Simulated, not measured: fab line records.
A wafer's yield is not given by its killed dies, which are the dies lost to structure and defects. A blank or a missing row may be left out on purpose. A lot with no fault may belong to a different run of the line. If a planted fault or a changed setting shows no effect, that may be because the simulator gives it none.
A struck lot beside a sound one / flow sfq_line / 42 out of 325 route steps
Sound: wafers L911.2, L911.4, L911.6. Struck: wafers L901.2, L901.5 (left out: L901.6, a lot-mate that was not struck); the cause follows at the end.
Per side, at each step with rows, come the tool, then ch with its chambers, and then its first start. Under that, the readings that differ: sound wafers / struck wafers / difference of the means / sigmas: that difference in standard deviations of wafers without a fault.
alike: same words and numbers on both sides, and readings whose means sit less than 2 such deviations apart. not compared: any withheld reading, any reading some wafer has no value for, any bound like >300 that may hide the same value, and any number with overlapping values for which the record gives no deviation.
A row with sigmas, a row that says differs or no value, or rows on one side alone: a step with any of these is where the two part. Numbers that have no deviation but don't overlap get no sigmas and don't part them. A reading that every wafer of one side lacks parts them only if that side has two wafers or more.

first, 6 steps without rows for these wafers: SFQ_TRILAYER_M2_LITHO_COAT_062 (resist thk 62 nm); SFQ_TRILAYER_M2_LITHO_COAT_057 (resist thk 600 nm); SFQ_TRILAYER_M2_LITHO_SOFTBAKE_061; SFQ_TRILAYER_M2_LITHO_EXPOSE_058 (exposes mask M2, target cd 500 nm); SFQ_TRILAYER_M2_LITHO_PEB_060 (peb time 60 s); SFQ_TRILAYER_M2_LITHO_DEVELOP_059 (time 60 s).
SFQ_M2_OVL_MEAS_916:
  sound: overlay-02 at day 40 09:14; struck: overlay-02 at day 39 11:38
  alike: M2_OVL
then, 2 steps without rows for these wafers: SFQ_TRILAYER_M2_BARC_OPEN_METAL_ETCH_077 (etches BARC in O2, target depth 125 nm, time 41.7 s); SFQ_TRILAYER_M2_ETCH_METAL_ETCH_060 (etches Nb in Cl2/Ar, stops on SiO2, target depth 240 nm, time 120 s).
SFQ_TRILAYER_M2_STRIP_STRIP_061: strips in O2.
  sound on rie_metal-02 ch 1, day 40 09:27; struck on rie_metal-02 ch 0,1, day 39 11:51
  alike: drypump_motor_current_A, oes_product_au, platen_temp_c
  not compared: rf_hours_counter_h
then, 2 steps without rows for these wafers: SFQ_TRILAYER_M2_STRIP_SOLV_CLEAN_062 (cleans in NMP, time 600 s); SFQ_TRILAYER_I2_DEP_PECVD_063 (deposits SiO2 from SiH4/N2O, time 111.11 s, target thk 500 nm).
SFQ_TRILAYER_I2_CMP_CMP_064: polishes SiO2.
  sound on cmp-01 ch 0,1,2, day 40 12:55; struck on cmp-02 ch 2, day 39 13:25
reading=slurry_filter_dp_kPa (kPa); sound=13.72 13.72 13.34; struck=13.17 13.46; difference=-0.28; sigmas=-2
reading=time_to_endpoint_s (s); sound=210 217 209; struck=249 267; difference=+46; sigmas=+7
reading=model.SiO2_of_TRILAYER_I2_DEP_PECVD_063.thk_nm (nm); sound=200.3 200.2 200.1; struck=150.4 150.4; difference=-49.8; sigmas=
  alike: head_pressure_psi, motor_current_A
SFQ_I2_BOW_MEAS_917:
  sound: film_metro-03 at day 40 15:26; struck: film_metro-02 at day 39 16:26
reading=I2_BOW (um); sound=24 26 20; struck=-6 3; difference=-25; sigmas=-3
SFQ_TRILAYER_I2_METRO_MEASURE_065:
  sound: film_metro-03 at day 40 15:44; struck: film_metro-02 at day 39 16:44
reading=thk_nm (nm); sound=200.4 200.2 200.3; struck=150.3 150.4; difference=-49.9; sigmas=-50
then, 6 steps without rows for these wafers: SFQ_TRILAYER_I2_VIA_LITHO_COAT_072 (resist thk 62 nm); SFQ_TRILAYER_I2_VIA_LITHO_COAT_067 (resist thk 650 nm); SFQ_TRILAYER_I2_VIA_LITHO_SOFTBAKE_071; SFQ_TRILAYER_I2_VIA_LITHO_EXPOSE_068 (exposes mask I2, target cd 500 nm); SFQ_TRILAYER_I2_VIA_LITHO_PEB_070 (peb time 60 s); SFQ_TRILAYER_I2_VIA_LITHO_DEVELOP_069 (time 60 s).
-- the record jumps here: 6 days lie between the struck wafers' starts before and after --
SFQ_I2_OVL_MEAS_918:
  sound: overlay-01 at day 46 21:37; struck: overlay-01 at day 45 22:31
  alike: I2_OVL
SFQ_TRILAYER_I2_VIA_BARC_OPEN_VIA_ETCH_096: etches BARC in O2, target depth 125 nm, time 41.7 s.
  sound on rie_diel-01 ch 1,3, day 46 21:39; struck on rie_diel-03 ch 2, day 45 22:33
  alike: drypump_motor_current_A, oes_product_au
  not compared: rf_hours_counter_h
SFQ_TRILAYER_I2_VIA_ETCH_VIA_ETCH_070: etches SiO2 in CHF3, stops on Nb, target depth 260 nm.
  sound on rie_diel-01 ch 1,3, day 46 21:41; struck on rie_diel-03 ch 2, day 45 22:35
reading=oes_product_au (a.u.); sound=0.855 0.853 0.847; struck=0.732 0.733; difference=-0.119; sigmas=-25
reading=model.etch.depth_nm (nm); sound=200.3 200.2 200.1; struck=150.4 150.4; difference=-49.8; sigmas=
reading=model.I2.feature_depth_nm (nm); sound=200.3 200.2 200.1; struck=150.4 150.4; difference=-49.8; sigmas=
  alike: drypump_motor_current_A
then, 2 steps without rows for these wafers: SFQ_TRILAYER_I2_VIA_STRIP_STRIP_071 (strips in O2); SFQ_TRILAYER_I2_VIA_STRIP_SOLV_CLEAN_072 (cleans in NMP, time 600 s).
SFQ_TRILAYER_M3_DEP_PRE_CLEAN_074: time 22.5 s.
  sound: pvd_sputter-04 at day 46 22:36; struck: pvd_sputter-03 at day 45 23:29
reading=model.SiO2_of_TRILAYER_I2_DEP_PECVD_063.thk_nm (nm); sound=192.8 192.7 192.6; struck=142.9 142.9; difference=-49.8; sigmas=
SFQ_TRILAYER_M3_DEP_SPUTTER_073: material Nb, target thk 200 nm, time 133.3 s.
  sound: pvd_sputter-04 at day 46 22:38; struck: pvd_sputter-03 at day 45 23:31
  alike: substrate_temp_c, throttle_valve_pct
SFQ_M3_RS_MEAS_919: measurement is done with a four-point probe.
  sound: film_metro-03 at day 46 22:44; struck: film_metro-04 at day 45 23:37
  alike: M3_NB_RS
then, 6 steps without rows for these wafers: SFQ_TRILAYER_M3_LITHO_COAT_080 (resist thk 62 nm); SFQ_TRILAYER_M3_LITHO_COAT_075 (resist thk 600 nm); SFQ_TRILAYER_M3_LITHO_SOFTBAKE_079; SFQ_TRILAYER_M3_LITHO_EXPOSE_076 (exposes mask M3, target cd 500 nm); SFQ_TRILAYER_M3_LITHO_PEB_078 (peb time 60 s); SFQ_TRILAYER_M3_LITHO_DEVELOP_077 (time 60 s).
-- the record jumps here: 5 days lie between the struck wafers' starts before and after --
SFQ_M3_OVL_MEAS_921:
  sound: overlay-01 at day 52 12:24; struck: overlay-01 at day 51 05:12
  alike: M3_OVL
SFQ_TRILAYER_M3_BARC_OPEN_METAL_ETCH_100: etches BARC in O2, target depth 125 nm, time 41.7 s.
  sound on rie_metal-03 ch 0,1, day 52 12:26; struck on rie_metal-02 ch 1, day 51 05:14
  alike: drypump_motor_current_A, oes_product_au
  not compared: rf_hours_counter_h
SFQ_TRILAYER_M3_ETCH_METAL_ETCH_078: etches Nb in Cl2/Ar, stops on SiO2, target depth 240 nm, time 120 s.
  sound on rie_metal-03 ch 0,1, day 52 12:29; struck on rie_metal-02 ch 1, day 51 05:17
  alike: drypump_motor_current_A, oes_product_au
  not compared: rf_hours_counter_h
then, 3 steps without rows for these wafers: SFQ_TRILAYER_M3_STRIP_STRIP_079 (strips in O2); SFQ_TRILAYER_M3_STRIP_SOLV_CLEAN_080 (cleans in NMP, time 600 s); SFQ_TRILAYER_I3_DEP_PECVD_081 (deposits SiO2 from SiH4/N2O, time 111.11 s, target thk 500 nm).
-- the record jumps here: 30 days lie between the struck wafers' starts before and after --
SFQ_M8_BOW_MEAS_951:
  sound: film_metro-02 at day 89 11:26; struck: film_metro-04 at day 81 07:43
reading=M8_BOW (um); sound=49 50 44; struck=15 23; difference=-29; sigmas=-2
reading=model.etest.i2.link_ohm; sound=1.972 1.981 1.974; struck=1.922 1.924; difference=-0.053; sigmas=

WHERE THEY PART
First at SFQ_TRILAYER_I2_CMP_CMP_064; last, within this record, at SFQ_M8_BOW_MEAS_951.

WHY: whatever the simulator had introduced
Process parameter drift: cmp-02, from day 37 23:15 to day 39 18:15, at SFQ_TRILAYER_I2_CMP_CMP_064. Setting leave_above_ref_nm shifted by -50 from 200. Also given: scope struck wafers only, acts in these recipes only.
